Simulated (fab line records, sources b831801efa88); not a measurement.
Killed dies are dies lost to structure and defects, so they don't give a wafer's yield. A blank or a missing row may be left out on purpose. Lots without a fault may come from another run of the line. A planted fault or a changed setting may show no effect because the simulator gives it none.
fab line records | flow sky130 | part 1 of 2: steps 1 to 43 of 44
record lots=6 wafers=18 last_day=50
route steps=708 shown FIELD_ISO@17 NWELL@32 DNWELL@35 PWDE@45 SALICIDE@361 PAD_OPEN@708
lots that met no fault: from a run of the same line without faults
start_h: hours from the record's first day to the start of the lot's first wafer shown | wait_h: hours since the lot's step before | " the same as in the row above | L1.1+2: a row that stands for several wafers | - no value, or no start given | * or withheld: withheld | < > ~ a bound
route shown NAME@n: a module of which the file shows steps, and the number in the route of the first | usual: mean/standard deviation of fault-free wafers | same: alike in all rows | chamber/n: place in a boat | sites: the reading at each site | _std_site: their standard deviation | _edge_site: outer sites' mean less inner sites' | radius_mm: how far each site lies from the wafer's centre | mask NAME#n: copy n | behind: the tool/chamber that last shaped the wafer | hold: why the lot was held/for how many hours/how that ended | device: the transistor (n, p or np) that didn't switch | end of line: the same wafers' tests at the end of the route | a step without rows: its recipe alone | killed: dies lost to structure and defects at the first sort, not the wafer's yield | map: a wafer's dies, x killed, . not, _ none there
set.NAME: the setting as run; set.NAME@STEP: as run at that earlier step | model.NAME: the simulator's own value behind a step, which no gauge read
lots at some steps of the route; a table a step, a row a wafer
services: from which hour (start_h, from the record's first day; less than 0 if before it) a tool's chamber was out of use, for how many hours, and why
## steps
# step SKY_FIELD_ISO_STRIP_16
# recipe chemistry=O2/N2 power_w=1400 pressure_mtorr=1500 platen_temp_c=withheld o2_flow_sccm=3000 n2_flow_sccm=300 overash_fraction=0.5
# usual drypump_motor_current_A=5.78/0.23 oes_product_au=0.378/0.0052 strip_time_to_endpoint_s=3.56/0.047
# columns lot.wafer tool chamber start_h wait_h drypump_motor_current_A oes_product_au rf_hours_counter_h strip_time_to_endpoint_s
L201.2 plasma_asher-01 1 55.43 0.0 5.66 0.386 38 3.59
L201.4 " 1 " " 5.66 0.379 - 3.61
L201.6 " 1 " " 5.68 0.385 - 3.63
L203.2 plasma_asher-02 1 65.23 0.0 6.28 0.377 39 3.60
L203.3 " 1 " " 6.25 0.384 - 3.57
L203.5 " 1 " " 6.26 0.378 - 3.58
L205.1 plasma_asher-02 0 75.93 0.0 5.74 0.379 40 3.54
L205.3 " 0 " " 5.74 0.375 - 3.52
L205.5 " 1 " " 6.29 0.377 - 3.55
L214.1 plasma_asher-01 0 123.08 0.0 5.93 0.377 45 3.44
L214.2 " 1 " " 5.67 0.379 45 3.54
L214.3 " 0 " " 5.93 0.371 - 3.48
L215.1 plasma_asher-01 0 129.33 0.0 5.93 0.376 46 3.58
L215.2 " 1 " " 5.68 0.376 46 3.52
L215.5 " 0 " " 5.93 0.372 - 3.55
L217.2 plasma_asher-01 1 139.08 0.0 5.68 0.389 47 3.51
L217.3 " 1 " " 5.67 0.376 - 3.54
L217.5 " 0 " " 5.91 0.373 - 3.53
# step SKY_FIELD_ISO_ETCH_17
# recipe target_depth_a=3420 mask_material=Si3N4 chemistry=HBr/Cl2/O2 target=Si taper_deg=5 icp_w=600 bias_w=150 pressure_mtorr=15 HBr_flow_sccm=150 Cl2_flow_sccm=40 O2_flow_sccm=6 time_s=97.7
# usual drypump_motor_current_A=5.9/0.49 oes_product_au=1.005/0.013 run_length_s=125.9/0.38 throttle_valve_pct=25.653/0.012
# columns lot.wafer tool chamber start_h wait_h drypump_motor_current_A oes_product_au rf_hours_counter_h run_length_s throttle_valve_pct
L201.2 rie_si-01 0 55.53 0.1 5.6 1.006 0 126.4 25.651
L201.4 " 2 " " 6.7 1.006 - 125.9 25.651
L201.6 " 1 " " 5.9 1.016 - 125.2 25.643
L203.2 rie_si-01 2 65.33 0.1 6.7 1.009 0 125.7 25.651
L203.3 " 1 " " 5.9 0.986 33 125.3 25.678
L203.5 " 1 " " 5.9 0.985 - 125.3 25.663
L205.1 rie_si-01 1 76.03 0.1 5.9 0.991 34 125.2 25.668
L205.3 " 3 " " 6.0 0.984 138 126.0 25.676
L205.5 " 2 " " 6.7 1.007 - 125.5 25.661
L214.1 rie_si-01 0 123.18 0.1 5.5 1.000 1 126.5 25.648
L214.2 " 1 " " 5.9 1.002 34 125.6 25.657
L214.3 " 2 " " 6.7 1.001 1 125.4 25.647
L215.1 rie_si-02 1 129.43 0.1 5.1 1.004 120 125.8 25.660
L215.2 " 2 " " 6.5 1.034 1 125.6 25.635
L215.5 " 0 " " 5.9 1.026 - 126.4 25.635
L217.2 rie_si-02 1 139.18 0.1 5.1 1.004 120 125.6 25.652
L217.3 " 3 " " 5.6 1.027 0 126.0 25.635
L217.5 " 1 " " 5.2 1.005 - 125.8 25.648
# step SKY_FIELD_ISO_WET_ETCH_18
# recipe chemistry=H3PO4 target_depth_nm=25 temp_c=160 target=Si3N4 time_s=286
# step SKY_FIELD_ISO_CLEAN_19
# recipe chemistry=SC1/SC2 mix=1:4:20 temp_c=70 time_s=150
# step SKY_FIELD_ISO_CLEAN_20
# recipe chemistry=dHF time_s=20 dilution=100:1
# step SKY_FIELD_ISO_WET_ETCH_21
# recipe chemistry=dHF dilution=100:1 target_depth_nm=20 dry=ipa_marangoni target=SiO2 temp_c=25 time_s=400
# step SKY_FIELD_ISO_OXIDATION_22
# recipe temp_c=950 ambient=O2 stabilise_s=600 purge_s=300 target_thk_a=100 ox_time_s=623
# step SKY_FIELD_ISO_THK_MEAS_23
# recipe reads=SiO2_of_FIELD_ISO_OXIDATION_22
# usual FIELD_ISO_OXIDATION_01_THK=9.99/0.23
# columns lot.wafer tool chamber start_h wait_h FIELD_ISO_OXIDATION_01_THK[nm]
L201.2 film_metro-03 - 57.81 0.0 9.71
L201.4 " - " " 9.90
L201.6 " - " " 9.69
L203.2 film_metro-03 - 68.69 0.0 10.17
L203.3 " - " " 10.19
L203.5 " - " " 10.21
L205.1 film_metro-01 - 79.45 0.0 10.27
L205.3 " - " " 10.23
L205.5 " - " " 10.12
L214.1 film_metro-02 - 124.76 0.1 10.73
L214.2 " - " " 10.44
L214.3 " - " " 10.39
L215.1 film_metro-01 - 130.95 0.0 10.19
L215.2 " - " " 10.06
L215.5 " - " " 10.22
L217.2 film_metro-02 - 141.96 0.0 10.04
L217.3 " - " " 10.21
L217.5 " - " " 10.13
# step SKY_FIELD_ISO_CVD_24
# recipe material=SiO2 target_thk_nm=595 temp_c=650 sigma_open_frac=0.3 time_s=99.2 sih4_flow_sccm=60 pressure_mtorr=6
# step SKY_FIELD_ISO_THK_MEAS_25
# recipe reads=SiO2_of_FIELD_ISO_CVD_24
# usual FIELD_ISO_CVD_24_THK=599/7.4
# columns lot.wafer tool chamber start_h wait_h FIELD_ISO_CVD_24_THK[nm]
L201.2 film_metro-02 - 57.95 0.0 590
L201.4 " - " " 591
L201.6 " - " " 593
L203.2 film_metro-02 - 68.82 0.0 598
L203.3 " - " " 603
L203.5 " - " " 591
L205.1 film_metro-03 - 82.06 0.0 608
L205.3 " - " " 615
L205.5 " - " " 606
L214.1 film_metro-01 - 124.89 0.0 597
L214.2 " - " " 616
L214.3 " - " " 606
L215.1 film_metro-02 - 131.09 0.0 589
L215.2 " - " " 601
L215.5 " - " " 596
L217.2 film_metro-02 - 142.09 0.0 600
L217.3 " - " " 590
L217.5 " - " " 608
# step SKY_FIELD_ISO_ANNEAL_26
# recipe temp_c=1000 time_s=1800 ambient=N2
# step SKY_FIELD_ISO_CMP_27
# recipe stop_on=Si3N4 t_overpolish_s=16 down_force_psi=4 platen_rpm=60 target_thk_nm=457.8 pad_velocity_m_s=0.94248
# usual edge_zone_pressure_frac=1.000/0.005 motor_current_A=11.1/0.87 overpolish_run_s=16.000/0.0093 slurry_filter_dp_kPa=13.50/0.12 time_to_endpoint_s=116/5.3
# columns lot.wafer tool chamber start_h wait_h edge_zone_pressure_frac motor_current_A overpolish_run_s slurry_filter_dp_kPa time_to_endpoint_s
L201.4 cmp-02 0 59.75 0.0 1.008 9.6 15.985 13.66 117
L201.2 " 3 " " 1.009 11.5 16.015 13.44 111
L201.6 " 0 " " 1.016 10.2 16.002 13.66 112
L203.2 cmp-02 3 74.40 0.1 0.998 11.4 15.994 13.41 115
L203.3 " 0 " " 0.995 9.8 16.002 13.67 122
L203.5 " 2 " " 1.000 11.3 16.002 13.40 109
L205.3 cmp-01 0 84.12 0.1 1.000 9.9 16.009 13.64 112
L205.1 " 2 " " 1.004 10.7 16.001 13.81 110
L205.5 " 3 " " 0.996 10.7 16.006 13.50 117
L214.3 cmp-02 2 126.45 0.0 0.996 11.3 16.013 13.54 113
L214.2 " 0 " " 1.005 10.2 16.001 13.39 123
L214.1 " 1 " " 1.010 12.7 15.996 13.62 121
L215.1 cmp-01 2 132.70 0.1 1.005 10.4 16.007 13.37 111
L215.2 " 0 " " 1.000 9.5 15.995 13.38 111
L215.5 " 1 " " 1.004 10.8 16.003 13.37 124
L217.2 cmp-02 0 143.74 0.1 0.996 9.4 16.007 13.61 116
L217.3 " 1 " " 1.000 12.7 15.979 13.39 118
L217.5 " 2 " " 1.004 11.2 15.987 13.29 113
# step SKY_FIELD_ISO_WET_ETCH_28
# recipe chemistry=dHF target_depth_nm=23.7 target=SiO2 dilution=10:1 temp_c=25 time_s=47
# usual run_length_s=77/3.3
# columns lot.wafer tool chamber start_h wait_h run_length_s model.SiO2_of_FIELD_ISO_CVD_24.thk_nm
L201.2 wet_bench-03 0 60.05 0.1 73 434
L201.4 " 0 " " 73 435.8
L201.6 " 0 " " 73 435.7
L203.2 wet_bench-03 1 74.60 0.1 74 433.3
L203.3 " 1 " " 74 433.8
L203.5 " 1 " " 74 433.9
L205.1 wet_bench-01 1 84.37 0.1 79 434.1
L205.3 " 1 " " 79 432.1
L205.5 " 1 " " 79 434.9
L214.1 wet_bench-03 2 126.75 0.1 40 452.5
L214.2 " 2 " " 40 452.8
L214.3 " 2 " " 40 449.5
L215.1 wet_bench-03 1 132.95 0.2 40 452
L215.2 " 1 " " 40 450.1
L215.5 " 1 " " 40 453.4
L217.2 wet_bench-01 3 143.94 0.1 79 435.7
L217.3 " 3 " " 79 435
L217.5 " 3 " " 79 433.4
# step SKY_FIELD_ISO_WET_ETCH_29
# recipe chemistry=H3PO4 target_depth_nm=160 target=Si3N4 temp_c=160 time_s=1825
# step SKY_FIELD_ISO_WET_ETCH_30
# recipe chemistry=dHF target_depth_nm=25 target=SiO2 dilution=10:1 temp_c=25 time_s=50
# step SKY_NWELL_CLEAN_00
# recipe chemistry=SC1/SC2 mix=1:4:20 temp_c=70 time_s=150 dry=n2_spin
# step SKY_NWELL_OXIDATION_01
# recipe temp_c=900 ambient=O2 stabilise_s=600 purge_s=300 target_thk_a=100 ox_time_s=1418
# step SKY_NWELL_THK_MEAS_02
# recipe reads=SiO2_of_NWELL_OXIDATION_01
# usual NWELL_OXIDATION_THK=10.01/0.18
# columns lot.wafer tool chamber start_h wait_h NWELL_OXIDATION_THK[nm]
L201.2 film_metro-01 - 63.10 0.0 10.25
L201.4 " - " " 10.03
L201.6 " - " " 10.06
L203.2 film_metro-02 - 78.29 0.0 10.29
L203.3 " - " " 10.28
L203.5 " - " " 10.25
L205.1 film_metro-01 - 90.33 0.0 9.76
L205.3 " - " " 9.89
L205.5 " - " " 9.91
L214.1 film_metro-01 - 128.75 0.0 10.17
L214.2 " - " " 9.95
L214.3 " - " " 9.87
L215.1 film_metro-04 - 134.95 0.0 9.72
L215.2 " - " " 9.75
L215.5 " - " " 9.71
L217.2 film_metro-04 - 146.26 0.0 9.82
L217.3 " - " " 9.90
L217.5 " - " " 9.73
# step SKY_DNWELL_DEHYDRATE_00
# recipe temp_c=200 time_s=60
# step SKY_DNWELL_HMDS_01
# recipe prime_time_s=60 prime_temp_c=120
# step SKY_DNWELL_COAT_02
# recipe spin_rpm=2000 resist_thk_nm=3000
# step SKY_DNWELL_SOFTBAKE_03
# recipe temp_c=110 time_s=withheld
# step SKY_DNWELL_EXPOSE_04
# recipe mask_id=DNM na=0.57 target_cd_nm=3000 dose_mj=222
# step SKY_DNWELL_PEB_05
# recipe temp_c=115 time_s=withheld
# step SKY_DNWELL_DEVELOP_06
# recipe wall_angle_deg=90 developer=TMAH develop_time_s=60 dev_temp_c=23
# step SKY_DNWELL_IMPLANT_07
# recipe species=P energy_kev=withheld dose_cm2=withheld tilt_deg=withheld
# step SKY_DNWELL_STRIP_08
# recipe chemistry=O2/N2 power_w=1400 pressure_mtorr=1500 platen_temp_c=withheld o2_flow_sccm=3000 n2_flow_sccm=300 overash_fraction=0.5
# usual drypump_motor_current_A=5.8/0.33 oes_product_au=0.722/0.0044 strip_time_to_endpoint_s=36.94/0.093
# columns lot.wafer tool chamber start_h wait_h drypump_motor_current_A oes_product_au rf_hours_counter_h strip_time_to_endpoint_s
L201.2 plasma_asher-04 0 79.46 0.1 5.9 0.717 37 36.86
L201.4 " 0 " " 5.9 0.729 - 36.89
L201.6 " 0 " " 5.9 0.727 - 36.88
L203.2 plasma_asher-04 0 95.56 0.1 5.9 0.724 38 36.77
L203.3 " 0 " " 5.9 0.723 - 36.77
L203.5 " 1 " " 6.5 0.719 - 36.79
L205.1 plasma_asher-01 1 108.31 0.1 5.7 0.718 44 37.05
L205.3 " 0 " " 5.9 0.728 - 37.06
L205.5 " 1 " " 5.7 0.720 - 37.01
L214.1 plasma_asher-04 0 148.21 0.1 5.9 0.731 3 36.90
L214.2 " 1 " " 6.4 0.724 3 36.81
L214.3 " 1 " " 6.4 0.723 - 36.88
L215.1 plasma_asher-04 1 154.61 0.1 6.5 0.721 4 36.99
L215.2 " 0 " " 6.0 0.724 4 36.77
L215.5 " 1 " " 6.4 0.725 - 36.93
L217.2 plasma_asher-01 1 165.71 0.1 5.7 0.719 49 36.88
L217.3 " 1 " " 5.7 0.725 - 37.09
L217.5 " 1 " " 5.7 0.728 - 36.98
# step SKY_DNWELL_TW_MEAS_09
# usual DNWELL_TW=1109/8
# columns lot.wafer tool chamber start_h wait_h DNWELL_TW
L201.2 film_metro-04 - 79.57 0.1 1104
L201.4 " - " " 1104
L201.6 " - " " 1105
L203.2 film_metro-01 - 95.67 0.1 1123
L203.3 " - " " 1119
L203.5 " - " " 1123
L205.1 film_metro-02 - 108.41 0.1 1104
L205.3 " - " " 1105
L205.5 " - " " 1100
L214.1 film_metro-02 - 148.34 0.1 1105
L214.2 " - " " 1107
L214.3 " - " " 1110
L215.1 film_metro-01 - 154.71 0.1 1124
L215.2 " - " " 1124
L215.5 " - " " 1117
L217.2 film_metro-02 - 165.82 0.1 1105
L217.3 " - " " 1103
L217.5 " - " " 1098
# step SKY_PWDE_DEHYDRATE_00
# recipe temp_c=200 time_s=60
# step SKY_PWDE_HMDS_01
# recipe prime_time_s=60 prime_temp_c=120
# step SKY_PWDE_COAT_02
# recipe spin_rpm=2000 resist_thk_nm=3000
# step SKY_PWDE_SOFTBAKE_03
# recipe temp_c=110 time_s=withheld
# step SKY_PWDE_EXPOSE_04
# recipe mask_id=PWDEM na=0.6 source_shape=conventional sigma_outer=0.6 polarization=unpolarized target_cd_nm=840 dose_mj=214
# step SKY_PWDE_PEB_05
# recipe temp_c=115 time_s=withheld
# step SKY_PWDE_DEVELOP_06
# recipe wall_angle_deg=90 developer=TMAH develop_time_s=60 dev_temp_c=23
# step SKY_PWDE_OVL_MEAS_07
# usual PWDE_OVL=-0.1/1.4
# columns lot.wafer tool chamber start_h wait_h PWDE_OVL[nm]
L201.2 overlay-02 - 96.12 - 0.3
L201.4 " - " " 0.4
L201.6 " - " " 0.8
L203.2 overlay-01 - 113.30 - 0.4
L203.3 " - " " -1.6
L203.5 " - " " -1.0
L205.1 overlay-02 - 127.39 - 2.0
L205.3 " - " " 0.5
L205.5 " - " " 0.2
L214.1 overlay-01 - 168.04 - -0.2
L214.2 " - " " 0.1
L214.3 " - " " -0.8
L215.1 overlay-01 - 175.11 - 0.5
L215.2 " - " " 0.2
L215.5 " - " " -0.2
L217.2 overlay-01 - 187.61 - 0.7
L217.3 " - " " 1.7
L217.5 " - " " 3.0
# step SKY_PWDE_IMPLANT_08
# recipe species=B energy_kev=150 dose_cm2=3.6e+12 tilt_deg=withheld
# step SKY_PWDE_STRIP_09
# recipe chemistry=O2/N2 power_w=1400 pressure_mtorr=1500 platen_temp_c=withheld o2_flow_sccm=3000 n2_flow_sccm=300 overash_fraction=0.5
# usual drypump_motor_current_A=6.00/0.27 oes_product_au=0.722/0.0043 strip_time_to_endpoint_s=36.86/0.12
# columns lot.wafer tool chamber start_h wait_h drypump_motor_current_A oes_product_au rf_hours_counter_h strip_time_to_endpoint_s
L201.2 plasma_asher-01 0 96.30 0.1 5.93 0.719 43 36.80
L201.4 " 0 " " 5.92 0.721 - 36.83
L201.6 " 1 " " 5.68 0.717 - 36.72
L203.2 plasma_asher-02 0 113.48 0.1 5.74 0.719 44 36.84
L203.3 " 0 " " 5.73 0.720 - 36.95
L203.5 " 1 " " 6.26 0.724 - 37.05
L205.1 plasma_asher-02 1 129.03 0.1 6.26 0.724 46 36.77
L205.3 " 1 " " 6.25 0.720 - 36.76
L205.5 " 0 " " 5.75 0.722 - 36.80
L214.1 plasma_asher-04 1 168.23 0.1 6.44 0.724 5 36.72
L214.2 " 0 " " 5.97 0.720 5 36.88
L214.3 " 1 " " 6.42 0.723 - 36.80
L215.1 plasma_asher-02 0 175.30 0.1 5.74 0.721 50 36.99
L215.2 " 1 " " 6.26 0.724 50 36.86
L215.5 " 0 " " 5.75 0.720 - 36.79
L217.2 plasma_asher-04 0 187.79 0.1 5.90 0.720 7 36.86
L217.3 " 1 " " 6.45 0.718 - 37.03
L217.5 " 0 " " 5.90 0.724 - 36.84
# step SKY_PWDE_TW_MEAS_10
# usual PWDE_TW=372.5/2.7
# columns lot.wafer tool chamber start_h wait_h PWDE_TW
L201.2 film_metro-04 - 96.41 0.1 370.1
L201.4 " - " " 369.8
L201.6 " - " " 370.2
L203.2 film_metro-01 - 113.59 0.1 372.4
L203.3 " - " " 371.7
L203.5 " - " " 372.7
L205.1 film_metro-01 - 129.13 0.1 376.0
L205.3 " - " " 376.9
L205.5 " - " " 378.5
L214.1 film_metro-04 - 168.33 0.1 371.1
L214.2 " - " " 370.3
L214.3 " - " " 368.1
L215.1 film_metro-02 - 175.40 0.1 368.8
L215.2 " - " " 367.5
L215.5 " - " " 368.6
L217.2 film_metro-01 - 187.90 0.1 373.3
L217.3 " - " " 374.9
L217.5 " - " " 378.9
# step SKY_NWELL_DEHYDRATE_03
# recipe temp_c=200 time_s=60
# step SKY_NWELL_HMDS_04
# recipe prime_time_s=60 prime_temp_c=120
# step SKY_NWELL_COAT_05
# recipe spin_rpm=2000 resist_thk_nm=3000
# step SKY_SALICIDE_CLEAN_00
# recipe chemistry=HF-last time_s=30 dilution=100:1 dry=ipa_marangoni
# columns lot.wafer tool chamber start_h wait_h model.SiO2_of_FIELD_ISO_CVD_24.thk_nm
L201.2 wet_bench-03 3 697.29 0.1 359.1
L201.4 " 3 " " 361
L201.6 " 3 " " 360.8
L203.2 wet_bench-03 1 718.11 0.1 357.4
L203.3 " 1 " " 357.9
L203.5 " 1 " " 358.3
L205.1 wet_bench-03 0 742.61 0.1 359
L205.3 " 0 " " 356.8
L205.5 " 0 " " 359.6
L214.1+2 wet_bench-03 1 793.70 0.1 377
L214.3 " 1 " " 373.9
L215.1 wet_bench-03 0 795.94 0.1 376.5
L215.2 " 0 " " 374.7
L215.5 " 0 " " 378
L217.2 wet_bench-03 1 815.11 0.1 360.3
L217.3 " 1 " " 359.4
L217.5 " 1 " " 358
## key
first_sign step=SKY_FIELD_ISO_WET_ETCH_28 reading=run_length_s direction=down sigmas=11 usual=* struck=*
effect none on later readings
model_effect step=SKY_FIELD_ISO_WET_ETCH_28 value=SiO2_of_FIELD_ISO_CVD_24.thk_nm without=434.4 struck=451.7
model_effect step=SKY_SALICIDE_CLEAN_00 value=SiO2_of_FIELD_ISO_CVD_24.thk_nm without=358.9 struck=376.2
model_effect step=SKY_PAD_OPEN_PROBE_99 value=etest.res_p_drift_20v.line_ohm_um without=1.105e+04 struck=1.236e+04
met_at SKY_FIELD_ISO_WET_ETCH_28
struck_wafers L214.1,L214.2,L214.3,L215.1,L215.2,L215.5
tester_left_out L214,L215
onset_between 74.60 126.75
fault kind=process_parameter_drift tool=wet_bench-03 chamber=- onset_h=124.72 steps=SKY_FIELD_ISO_WET_ETCH_28 channel=time_s offset=* shape=step end_h=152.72 acts_in=* stated=*
# tester_left_out: of these lots the tester's yield and bins aren't shown, on N5 and GAA mostly nor the transistor test; their killed dies are dies lost to structure and defects alone, not to doping, threshold or leakage, so they don't give the yield
